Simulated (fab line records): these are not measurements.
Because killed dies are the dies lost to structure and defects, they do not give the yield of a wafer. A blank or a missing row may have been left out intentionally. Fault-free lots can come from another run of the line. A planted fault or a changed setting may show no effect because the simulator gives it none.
fab line records	flow sky130
[record] lots = 5	wafers = 15	last_day = 49
route steps=708 shown LOCAL_INTERCONNECT@396 CONTACT@406
lots with no fault: from the same line, run without faults
start_h: hours from the record's opening day to when the first of the lot's shown wafers began	wait_h: hours elapsed since this lot's preceding step	" as in the row above	L1.1+2: a row that stands for several wafers	- either no value or no given start	* or withheld: withheld	< > ~ a bound
route shown NAME@n: a module of which the file shows steps, and the number in the route of the first	usual: the fault-free wafers' mean and standard deviation	same: alike in all rows	chamber/n: place in a boat	sites: per-site readings	_std_site: how widely they spread, as a standard deviation	_edge_site: outer sites' mean less inner sites'	radius_mm: for every site, how far away it sits from the centre of the wafer	mask NAME#n: copy n	behind: the most recent tool/chamber to have shaped the wafer	hold: why the lot was held/for how many hours/how that ended	device: names the non-switching transistor (n, p or np)	end of line: the route-end tests of the same wafers	for a step that has no rows: nothing shown but its recipe	killed: at the first sort, the dies lost to defects and structure; wafer yield is something else	map: the dies of a wafer, with x for killed, . for not killed, _ for no die there
set.NAME: the setting the step ran with; set.NAME@STEP: the setting that earlier step ran with	model.NAME: the simulator's own value behind a step, which no gauge read
a table for each step, a row for each wafer; lots at some steps of the route
services: from which hour (start_h, from the record's first day; less than 0 if before it) a tool's chamber was out of use, for how many hours, and why
[[steps]]
[step SKY_LOCAL_INTERCONNECT_PEB_09]
[recipe] peb_temp_c = withheld	peb_time_s = withheld	resist = KrF-thick
[step SKY_LOCAL_INTERCONNECT_DEVELOP_10]
[recipe] develop_time_s = 60	resist = KrF-thick	dev_temp_c = 21
[step SKY_LOCAL_INTERCONNECT_CD_MEAS_11]
[recipe] target_cd_nm = 170
[usual] cd_nm = 169.8/1.6
lot.wafer	tool	chamber	start_h	wait_h	cd_nm
L685.2	cd_sem-01	-	722.15	-	170.4
L685.3	"	-	"	"	171.0
L685.5	"	-	"	"	169.5
L687.1	cd_sem-01	-	744.76	-	170.3
L687.3	"	-	"	"	168.8
L687.6	"	-	"	"	170.0
L692.3	cd_sem-02	-	793.51	-	169.8
L692.4	"	-	"	"	169.5
L692.6	"	-	"	"	169.7
L702.1	cd_sem-01	-	850.58	-	169.0
L702.5	"	-	"	"	168.7
L702.6	"	-	"	"	168.2
L703.2	cd_sem-01	-	857.24	-	170.1
L703.4	"	-	"	"	169.2
L703.6	"	-	"	"	170.6
[step SKY_LOCAL_INTERCONNECT_OVL_MEAS_12]
[usual] LOCAL_INTERCONNECT_OVL = 2/5.6
lot.wafer	tool	chamber	start_h	wait_h	LOCAL_INTERCONNECT_OVL[nm]
L685.2	overlay-01	-	722.25	0.1	12
L685.3	"	-	"	"	14
L685.5	"	-	"	"	7
L687.1	overlay-02	-	744.88	0.1	4
L687.3	"	-	"	"	1
L687.6	"	-	"	"	7
L692.3	overlay-01	-	793.60	0.1	9
L692.4	"	-	"	"	6
L692.6	"	-	"	"	5
L702.1	overlay-01	-	850.70	0.1	-3
L702.5	"	-	"	"	-12
L702.6	"	-	"	"	3
L703.2	overlay-01	-	857.35	0.1	2
L703.4	"	-	"	"	6
L703.6	"	-	"	"	6
[step SKY_LOCAL_INTERCONNECT_ETCH_13]
[recipe] chemistry = N2/H2	target = BARC	ion_energy_ev = 200	bias_w = 100	pressure_mtorr = 30	n2_flow_sccm = 100	h2_flow_sccm = 200	icp_w = 500	stop_on = SiO2	time_s = 45.9	target_depth_a = 600
[usual] bias_w = 100.0/0.32	drypump_motor_current_A = 6.15/0.22	n2_flow_sccm = 99.98/0.29	oes_product_au = 0.855/0.0047	throttle_valve_pct = 13.225/0.0092
lot.wafer	tool	chamber	start_h	wait_h	bias_w	drypump_motor_current_A	n2_flow_sccm	oes_product_au	rf_hours_counter_h	throttle_valve_pct
L685.2	rie_metal-01	0	722.30	0.0	100.5	6.29	99.62	0.851	-	13.212
L685.3	"	0	"	"	100.3	6.31	100.02	0.852	-	13.228
L685.5	"	0	"	"	100.7	6.27	100.02	0.848	-	13.219
L687.1	rie_metal-03	0	744.92	0.0	99.9	6.03	100.13	0.850	10	13.205
L687.3	"	0	"	"	100.5	5.97	100.42	0.851	-	13.237
L687.6	"	0	"	"	99.7	6.02	100.32	0.852	-	13.217
L692.3	rie_metal-03	0	793.66	0.1	99.6	6.03	100.73	0.850	-	13.217
L692.4	"	0	"	"	100.1	6.07	100.73	0.852	-	13.211
L692.6	"	0	"	"	100.3	6.06	100.53	0.847	-	13.212
L702.1	rie_metal-01	1	850.73	0.0	100.3	6.05	99.58	0.852	16	13.209
L702.5	"	0	"	"	100.2	6.33	100.44	0.853	-	13.225
L702.6	"	1	"	"	100.2	6.07	100.01	0.864	-	13.221
L703.2	rie_metal-01	0	857.41	0.1	100.1	6.28	99.75	0.851	-	13.243
L703.4	"	0	"	"	99.6	6.26	99.67	0.843	-	13.228
L703.6	"	0	"	"	99.8	6.28	100.20	0.852	-	13.221
[step SKY_LOCAL_INTERCONNECT_METAL_ETCH_14]
[recipe] target_depth_nm = 110	stop_on = PSG	chemistry = Cl2/BCl3	target = TiN	resist_sidewall_deg = 88	pressure_mtorr = 10	icp_w = 900	bias_w = 48.5	Cl2_flow_sccm = 60	bcl3_flow_sccm = 30	time_s = 31.4
[usual] bias_w = 48.51/0.15	drypump_motor_current_A = 6.14/0.22	oes_product_au = 0.942/0.0077	throttle_valve_pct = 21.900/0.011
lot.wafer	tool	chamber	start_h	wait_h	bias_w	drypump_motor_current_A	oes_product_au	rf_hours_counter_h	throttle_valve_pct
L685.2	rie_metal-01	0	722.43	0.1	48.38	6.27	0.936	-	21.913
L685.3	"	0	"	"	48.37	6.25	0.937	-	21.897
L685.5	"	0	"	"	48.46	6.26	0.953	-	21.914
L687.1	rie_metal-03	0	745.05	0.1	48.56	5.99	0.952	10	21.899
L687.3	"	0	"	"	48.53	5.98	0.952	-	21.907
L687.6	"	0	"	"	48.50	6.00	0.946	-	21.882
L692.3	rie_metal-03	0	793.78	0.1	48.51	5.98	0.942	-	21.898
L692.4	"	0	"	"	48.73	5.96	0.942	-	21.916
L692.6	"	0	"	"	48.45	5.99	0.947	-	21.893
L702.1	rie_metal-01	1	850.82	0.1	48.59	6.07	0.949	16	21.903
L702.5	"	0	"	"	48.59	6.27	0.944	-	21.877
L702.6	"	1	"	"	48.52	6.04	0.946	-	21.905
L703.2	rie_metal-01	0	857.57	0.1	48.13	6.29	0.946	-	21.895
L703.4	"	0	"	"	48.20	6.27	0.949	-	21.894
L703.6	"	0	"	"	48.32	6.26	0.943	-	21.888
[step SKY_LOCAL_INTERCONNECT_STRIP_15]
[recipe] chemistry = O2/N2	power_w = 1400	pressure_mtorr = 1500	platen_temp_c = withheld	o2_flow_sccm = 3000	n2_flow_sccm = 300	overash_fraction = 0.5
[usual] drypump_motor_current_A = 5.6/0.58	n2_flow_sccm = 300.0/0.9	oes_product_au = 0.427/0.0047	strip_time_to_endpoint_s = 4.715/0.021
lot.wafer	tool	chamber	start_h	wait_h	drypump_motor_current_A	n2_flow_sccm	oes_product_au	rf_hours_counter_h	strip_time_to_endpoint_s
L685.2	plasma_asher-03	1	722.51	0.1	5.3	300.2	0.420	89	4.714
L685.3	"	0	"	"	5.8	300.2	0.433	-	4.695
L685.5	"	0	"	"	5.8	299.8	0.424	-	4.696
L687.1	plasma_asher-03	0	745.15	0.1	5.8	300.8	0.432	92	4.749
L687.3	"	1	"	"	5.3	297.6	0.424	-	4.741
L687.6	"	0	"	"	5.8	300.3	0.425	-	4.737
L692.3	plasma_asher-01	0	793.88	0.1	6.1	300.1	0.420	-	4.711
L692.4	"	1	"	"	5.5	299.6	0.431	-	4.713
L692.6	"	0	"	"	6.1	300.9	0.432	-	4.700
L702.1	plasma_asher-01	1	850.89	0.0	5.5	300.9	0.426	67	4.729
L702.5	"	0	"	"	6.2	299.8	0.436	-	4.682
L702.6	"	1	"	"	5.5	301.5	0.426	-	4.721
L703.2	plasma_asher-04	0	857.69	0.1	6.5	299.9	0.427	12	4.672
L703.4	"	1	"	"	4.7	300.1	0.424	-	4.666
L703.6	"	1	"	"	4.7	299.5	0.431	-	4.687
[step SKY_LOCAL_INTERCONNECT_STRIP_16]
[recipe] chemistry = post_etch_residue_remover	time_s = 1200	temp_c = 72.5
[step SKY_LOCAL_INTERCONNECT_CLEAN_17]
[recipe] chemistry = IPA	time_s = 180	temp_c = 25
[step SKY_LOCAL_INTERCONNECT_CLEAN_18]
[recipe] chemistry = O3/DIW	dry = n2_spin
[step SKY_CONTACT_CVD_00]
[recipe] material = Si3N4	target_thk_nm = 75	temp_c = 400	time_s = withheld	rf_w = 450
[usual] heater_power_w = 762/130	susceptor_temp_C = 400.01/0.2
lot.wafer	tool	chamber	start_h	wait_h	heater_power_w	susceptor_temp_C
L685.2	pecvd-03	1	723.10	0.0	582	399.95
L685.3	"	0	"	"	870	399.72
L685.5	"	1	"	"	591	400.00
L687.1	pecvd-03	2	745.75	0.0	767	400.00
L687.3	"	1	"	"	548	399.97
L687.6	"	2	"	"	770	400.19
L692.3	pecvd-04	2	794.46	0.0	1054	400.13
L692.4	"	0	"	"	645	400.29
L692.6	"	1	"	"	645	400.00
L702.1	pecvd-03	1	851.50	0.0	601	399.88
L702.5	"	1	"	"	601	400.20
L702.6	"	2	"	"	843	400.23
L703.2	pecvd-02	2	858.28	0.0	907	399.77
L703.4	"	2	"	"	895	399.76
L703.6	"	0	"	"	860	400.34
[step SKY_CONTACT_THK_MEAS_01]
[recipe] reads = Si3N4_of_CONTACT_CVD_00
[usual] CONTACT_CVD_00_THK = 74.9/1.2
lot.wafer	tool	chamber	start_h	wait_h	CONTACT_CVD_00_THK[nm]
L685.2	film_metro-01	-	723.15	-	74.0
L685.3	"	-	"	"	74.5
L685.5	"	-	"	"	75.8
L687.1	film_metro-01	-	745.78	-	73.7
L687.3	"	-	"	"	75.8
L687.6	"	-	"	"	75.0
L692.3	film_metro-04	-	794.52	-	74.4
L692.4	"	-	"	"	77.4
L692.6	"	-	"	"	76.3
L702.1	film_metro-02	-	851.53	-	75.4
L702.5	"	-	"	"	75.9
L702.6	"	-	"	"	73.6
L703.2	film_metro-01	-	858.33	-	73.9
L703.4	"	-	"	"	75.0
L703.6	"	-	"	"	74.5
[step SKY_CONTACT_HDPCVD_02]
[recipe] material = SiO2	target_thk_nm = 565	sigma_open_frac = 0.3	time_s = 94.2	temp_c = 600	sih4_flow_sccm = 60	pressure_mtorr = 6
[usual] susceptor_temp_C = 599.98/0.27
lot.wafer	tool	chamber	start_h	wait_h	susceptor_temp_C	model.SiO2_of_CONTACT_HDPCVD_02.thk_nm
L685.2	hdpcvd-02	0	723.20	0.0	600.06	558.4
L685.3	"	2	"	"	599.96	566
L685.5	"	1	"	"	599.97	572.9
L687.1	hdpcvd-01	1	745.84	0.1	599.69	570.6
L687.3	"	2	"	"	600.13	563.6
L687.6	"	2	"	"	600.36	573.1
L692.3	hdpcvd-01	2	794.56	0.0	600.24	560.1
L692.4	"	2	"	"	600.05	564.4
L692.6	"	0	"	"	599.83	564.8
L702.1	hdpcvd-02	2	851.59	0.1	600.22	850.6
L702.5	"	0	"	"	600.06	570.9
L702.6	"	1	"	"	600.31	573.6
L703.2	hdpcvd-01	0	858.38	0.0	600.06	559.6
L703.4	"	2	"	"	599.73	557.8
L703.6	"	1	"	"	599.99	560.8
[step SKY_CONTACT_THK_MEAS_03]
[recipe] reads = SiO2_of_CONTACT_HDPCVD_02
[usual] CONTACT_HDPCVD_THK = 566/5.2
lot.wafer	tool	chamber	start_h	wait_h	CONTACT_HDPCVD_THK[nm]
L685.2	film_metro-04	-	723.28	0.0	558
L685.3	"	-	"	"	566
L685.5	"	-	"	"	573
L687.1	film_metro-01	-	745.91	0.0	570
L687.3	"	-	"	"	564
L687.6	"	-	"	"	573
L692.3	film_metro-02	-	794.65	0.1	560
L692.4	"	-	"	"	565
L692.6	"	-	"	"	564
L702.1	film_metro-01	-	851.66	0.0	851
L702.5	"	-	"	"	571
L702.6	"	-	"	"	574
L703.2	film_metro-04	-	858.46	0.0	559
L703.4	"	-	"	"	558
L703.6	"	-	"	"	561
[step SKY_CONTACT_CMP_04]
[recipe] material = SiO2	down_force_psi = 4	platen_rpm = 60	pad_velocity_m_s = 0.94248
[usual] motor_current_A = 12.6/1.8	time_to_endpoint_s = 81/4.1
lot.wafer	tool	chamber	start_h	wait_h	motor_current_A	time_to_endpoint_s
L685.3	cmp-01	1	723.38	0.1	13.9	81
L685.2	"	2	"	"	14.2	79
L685.5	"	0	"	"	11.6	79
L687.3	cmp-01	2	745.97	0.0	14.1	87
L687.1	"	1	"	"	14.0	85
L687.6	"	3	"	"	9.3	85
L692.4	cmp-02	0	794.79	0.1	10.8	79
L692.3	"	1	"	"	11.3	83
L692.6	"	3	"	"	14.8	82
L702.1	cmp-01	1	851.87	0.2	13.5	184
L702.6	"	2	"	"	14.0	85
L702.5	"	3	"	"	9.8	80
L703.2	cmp-02	3	858.51	0.0	15.3	77
L703.4	"	0	"	"	11.2	72
L703.6	"	3	"	"	14.4	83
[step SKY_CONTACT_BOW_MEAS_05]
[recipe] mode = bow
[usual] CONTACT_BOW = 81/8.1
lot.wafer	tool	chamber	start_h	wait_h	CONTACT_BOW[um]
L685.2	film_metro-01	-	723.65	0.2	88
L685.3	"	-	"	"	82
L685.5	"	-	"	"	95
L687.1	film_metro-01	-	746.27	0.1	81
L687.3	"	-	"	"	66
L687.6	"	-	"	"	76
L692.3	film_metro-02	-	795.03	0.1	76
L692.4	"	-	"	"	78
L692.6	"	-	"	"	82
L702.1	film_metro-04	-	852.02	0.1	76
L702.5	"	-	"	"	83
L702.6	"	-	"	"	81
L703.2	film_metro-01	-	858.83	0.3	80
L703.4	"	-	"	"	78
L703.6	"	-	"	"	73
[[services]]
tool	chamber	start_h	hours	kind
pecvd-03	2	699.77	3.6	repair
rie_metal-01	1	708.70	19.3	repair
hdpcvd-01	-	718.18	6.0	pm
hdpcvd-02	-	724.21	0.8	repair
cmp-01	-	732.94	5.1	pm
plasma_asher-04	-	733.75	9.0	pm
pecvd-04	-	745.24	1.4	repair
cmp-02	-	751.43	4.0	pm
hdpcvd-01	-	756.36	4.3	pm
hdpcvd-01	0	761.16	1.7	repair
plasma_asher-03	-	765.19	2.8	pm
cmp-01	-	781.66	5.1	pm
hdpcvd-01	1	782.89	8.8	repair
plasma_asher-04	-	784.45	4.2	repair
cmp-01	-	788.21	1.5	repair
plasma_asher-01	-	794.23	10.0	pm
cmp-02	-	809.67	6.1	repair
cmp-02	-	821.56	0.5	repair
plasma_asher-01	-	827.18	2.3	repair
pecvd-02	-	838.65	2.4	repair
cmp-02	-	848.98	3.1	repair
cmp-02	-	852.05	6.3	pm
rie_metal-01	1	852.15	1.1	repair
rie_metal-01	1	853.27	-	clean
[[key]]
[first_sign] step = SKY_CONTACT_THK_MEAS_03	reading = CONTACT_HDPCVD_THK	direction = up	sigmas = 55	usual = 566	struck = 851
[effect] step = SKY_CONTACT_CMP_04	reading = time_to_endpoint_s	direction = up	sigmas = 25	usual = *	struck = *
[model_effect] step = SKY_CONTACT_HDPCVD_02	value = SiO2_of_CONTACT_HDPCVD_02.thk_nm	without = 567.8	struck = 850.6
met_at SKY_CONTACT_HDPCVD_02
struck_wafers L702.1
tester_left_out L702
onset_between 723.20 851.59
[fault] kind = process_parameter_drift	tool = hdpcvd-02	chamber = 2	onset_h = 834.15	steps = SKY_CONTACT_HDPCVD_02	channel = target_thk_nm	offset = 282.84	shape = step	end_h = 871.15	acts_in = these_recipes_only	stated = 565
// tester_left_out: of these lots the tester's yield and bins aren't shown, on N5 and GAA mostly nor the transistor test; their killed dies are dies lost to structure and defects alone, not to doping, threshold or leakage, so they don't give the yield
